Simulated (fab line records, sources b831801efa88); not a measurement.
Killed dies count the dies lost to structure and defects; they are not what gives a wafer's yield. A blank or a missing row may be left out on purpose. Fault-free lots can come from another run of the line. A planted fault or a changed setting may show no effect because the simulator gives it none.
The tool behind it: which one? ; flow sky130 ; 13 lots with 39 wafers sampled at 5 steps, on a route of 708 steps

## WHAT THE GAUGES SHOWED, per wafer
SKY_VIA3_THK_MEAS_01. Usual: VIA3_HDPCVD_THK 1626 nm, standard deviation 16.
lot;measured;on;VIA3_HDPCVD_THK (nm);flag
L525;day 38 13:10;film_metro-04;1607 1619 1625;
L526;day 38 15:25;film_metro-03;1595 1608 1627;
L527;day 38 23:24;film_metro-04;1623 1630 1601;
L528;day 39 03:22;film_metro-02;1628 1614 1618;
L529;day 39 14:58;film_metro-02;1637 1642 1642;
L530;day 40 01:22;film_metro-03;1606 1631 1619;
L532;day 40 15:58;film_metro-04;1620 1598 1615;
L533;day 41 09:32;film_metro-04;1616 1627 1618;
L534;day 41 10:47;film_metro-04;1630 1125 1135;OFF
L536;day 42 00:05;film_metro-03;1610 1621 1621;
L542;day 43 16:21;film_metro-02;1623 1626 1616;
L543;day 43 18:46;film_metro-03;1612 1620 1603;
L548;day 44 23:46;film_metro-03;1626 1567 1616;

## WHAT TOOL EACH LOT RAN ON (gives the tool, then ch and the chambers of the sampled wafers, and finally the start)
lot;SKY_LDD_LDN_STRIP_12;SKY_POLY_CUT_ETCH_11;SKY_LI_CONTACT_SPUTTER_20;SKY_VIA3_HDPCVD_00
L525;plasma_asher-04 ch 0,1, day 22 21:08;rie_diel-03 ch 0,3, day 24 04:40;pvd_sputter-01, day 29 03:08;hdpcvd-02 ch 0,1,2, day 38 13:00
L526;plasma_asher-01 ch 0,1, day 23 03:19;rie_diel-02 ch 1,2,3, day 24 10:02;pvd_sputter-04, day 29 09:04;hdpcvd-01 ch 0,1,2, day 38 15:19
L527;plasma_asher-03 ch 0,1, day 23 11:47;rie_diel-02 ch 1,2,3, day 24 19:02;pvd_sputter-04, day 29 15:04;hdpcvd-02 ch 1,2, day 38 23:14
L528;plasma_asher-01 ch 0,1, day 23 15:08;rie_diel-03 ch 1,2,3, day 24 22:13;pvd_sputter-04, day 29 19:10;hdpcvd-01 ch 0,1, day 39 03:13
L529;plasma_asher-04 ch 0,1, day 24 07:11;rie_diel-02 ch 0,1,3, day 25 15:08;pvd_sputter-01, day 30 11:55;hdpcvd-02 ch 0,2, day 39 14:47
L530;plasma_asher-03 ch 1, day 24 19:14;rie_diel-04 ch 2,3, day 26 02:31;pvd_sputter-01, day 30 21:52;hdpcvd-01 ch 0,1, day 40 01:11
L532;plasma_asher-04 ch 0,1, day 25 14:04;rie_diel-03 ch 1,2,3, day 26 21:02;pvd_sputter-01, day 31 15:28;hdpcvd-02 ch 0,1, day 40 15:46
L533;plasma_asher-01 ch 0,1, day 25 18:02;rie_diel-02 ch 0,1,3, day 27 00:58;pvd_sputter-03, day 31 19:31;hdpcvd-01 ch 0,2, day 41 09:22
L534;plasma_asher-01 ch 0,1, day 26 07:38;rie_diel-02 ch 1,3, day 27 14:32;pvd_sputter-01, day 32 07:55;hdpcvd-02 ch 0,2, day 41 10:37
L536;plasma_asher-04 ch 0,1, day 27 00:35;rie_diel-03 ch 1,3, day 28 06:34;pvd_sputter-03, day 32 23:43;hdpcvd-01 ch 1,2, day 41 23:55
L542;plasma_asher-03 ch 0,1, day 29 01:17;rie_diel-04 ch 0,1,2, day 30 11:44;pvd_sputter-04, day 35 01:22;hdpcvd-01 ch 0,2, day 43 16:11
L543;plasma_asher-01 ch 0,1, day 29 08:16;rie_diel-02 ch 0,1,2, day 30 17:07;pvd_sputter-03, day 35 06:49;hdpcvd-01 ch 0,1,2, day 43 18:35
L548;plasma_asher-01 ch 0,1, day 30 16:05;rie_diel-03 ch 0,2, day 31 20:50;pvd_sputter-03, day 36 10:07;hdpcvd-01 ch 0,1,2, day 44 23:36
- SKY_LDD_LDN_STRIP_12: strips in O2/N2.
- SKY_POLY_CUT_ETCH_11: etches Si3N4 in CF4/CH2F2/Ar, stops on poly-Si, time 42.5 s, target depth 60 nm.
- SKY_LI_CONTACT_SPUTTER_20: material TiN, target thk 20 nm, time 80 s.
- SKY_VIA3_HDPCVD_00: deposits SiO2, target thk 1635 nm, time 272.5 s.

## WHAT THE TOOLS THEMSELVES READ (means of the sampled wafers that have a number; where no wafer has one, the mark that the record gives instead)
SKY_LDD_LDN_STRIP_12. Usual: drypump_motor_current_A 6.14 A, standard deviation 0.21; oes_product_au 0.715 a.u., standard deviation 0.0045; strip_time_to_endpoint_s 14.18 s, standard deviation 0.039.
lot;tool;drypump_motor_current_A (A);oes_product_au (a.u.);strip_time_to_endpoint_s (s);flag
L525;plasma_asher-04;6.32;0.719;14.22;
L526;plasma_asher-01;6.19;0.715;14.18;
L527;plasma_asher-03;6.11;0.716;14.17;
L528;plasma_asher-01;6.02;0.715;14.21;
L529;plasma_asher-04;6.28;0.711;14.24;
L530;plasma_asher-03;6.16;0.713;14.19;
L532;plasma_asher-04;6.29;0.721;14.22;
L533;plasma_asher-01;6.02;0.713;14.18;
L534;plasma_asher-01;6.19;0.717;14.16;
L536;plasma_asher-04;6.27;0.714;14.16;
L542;plasma_asher-03;6.03;0.717;14.17;
L543;plasma_asher-01;6.01;0.718;14.10;
L548;plasma_asher-01;6.00;0.718;14.19;

SKY_POLY_CUT_ETCH_11. Usual: drypump_motor_current_A 5.6 A, standard deviation 0.46; oes_product_au 0.826 a.u., standard deviation 0.0064; throttle_valve_pct 14.995 %, standard deviation 0.0089.
lot;tool;drypump_motor_current_A (A);oes_product_au (a.u.);throttle_valve_pct (%);flag
L525;rie_diel-03;5.9;0.829;14.999;
L526;rie_diel-02;5.2;0.825;15.001;
L527;rie_diel-02;5.2;0.830;14.993;
L528;rie_diel-03;5.8;0.832;14.996;
L529;rie_diel-02;5.3;0.834;14.998;
L530;rie_diel-04;5.9;0.835;14.984;
L532;rie_diel-03;5.8;0.829;15.005;
L533;rie_diel-02;5.2;0.827;14.995;
L534;rie_diel-02;4.9;0.821;14.985;
L536;rie_diel-03;5.8;0.826;14.991;
L542;rie_diel-04;5.6;0.821;14.992;
L543;rie_diel-02;5.4;0.824;15.001;
L548;rie_diel-03;5.9;0.824;14.999;

SKY_LI_CONTACT_SPUTTER_20. Usual: cathode_dc_power_W 3999.9 W, standard deviation 0.74; chamber_pressure_pa 5.000 Pa, standard deviation 0.011; throttle_valve_pct 30.4 %, standard deviation 1.4.
lot;tool;cathode_dc_power_W (W);chamber_pressure_pa (Pa);throttle_valve_pct (%);flag
L525;pvd_sputter-01;3999.4;5.001;29.7;
L526;pvd_sputter-04;3999.4;4.993;30.5;
L527;pvd_sputter-04;3999.9;5.006;31.4;
L528;pvd_sputter-04;3999.4;5.000;29.3;
L529;pvd_sputter-01;3999.6;5.004;28.8;
L530;pvd_sputter-01;3999.9;4.989;30.2;
L532;pvd_sputter-01;4000.5;5.011;30.5;
L533;pvd_sputter-03;3999.5;5.006;30.6;
L534;pvd_sputter-01;3999.8;5.007;30.6;
L536;pvd_sputter-03;4000.2;5.000;30.3;
L542;pvd_sputter-04;4000.3;5.000;31.1;
L543;pvd_sputter-03;4000.4;4.993;30.7;
L548;pvd_sputter-03;3999.9;4.997;29.6;

## THE ANSWER, worked out from the rows above alone
Rule: lot off if the mean of its wafers having a number is beyond 3 standard deviations from the usual mean. A lot without any number at a reading at which 4 lots or more have one is off too. All remaining lots with rows at the step are treated as sound. First the gauges in route order, then the tools' own readings, where a lot's mean is used as printed above. At the first step where some lot is off, the reading lying furthest off is the one used; lots without a number count as furthest.
Off: at SKY_VIA3_THK_MEAS_01 (VIA3_HDPCVD_THK), L534.
If a tool, at a process step before that reading, ran all the lots that are off and no sound lot after the first of them, it fits. The gauges at SKY_VIA3_THK_MEAS_01 are tried like those tools. Can't be told from this: 3 tools fit, pvd_sputter-01 at SKY_LI_CONTACT_SPUTTER_20, hdpcvd-02 at SKY_VIA3_HDPCVD_00, film_metro-04 at SKY_VIA3_THK_MEAS_01.

## WHAT HAD BEEN PUT IN BY THE SIMULATOR
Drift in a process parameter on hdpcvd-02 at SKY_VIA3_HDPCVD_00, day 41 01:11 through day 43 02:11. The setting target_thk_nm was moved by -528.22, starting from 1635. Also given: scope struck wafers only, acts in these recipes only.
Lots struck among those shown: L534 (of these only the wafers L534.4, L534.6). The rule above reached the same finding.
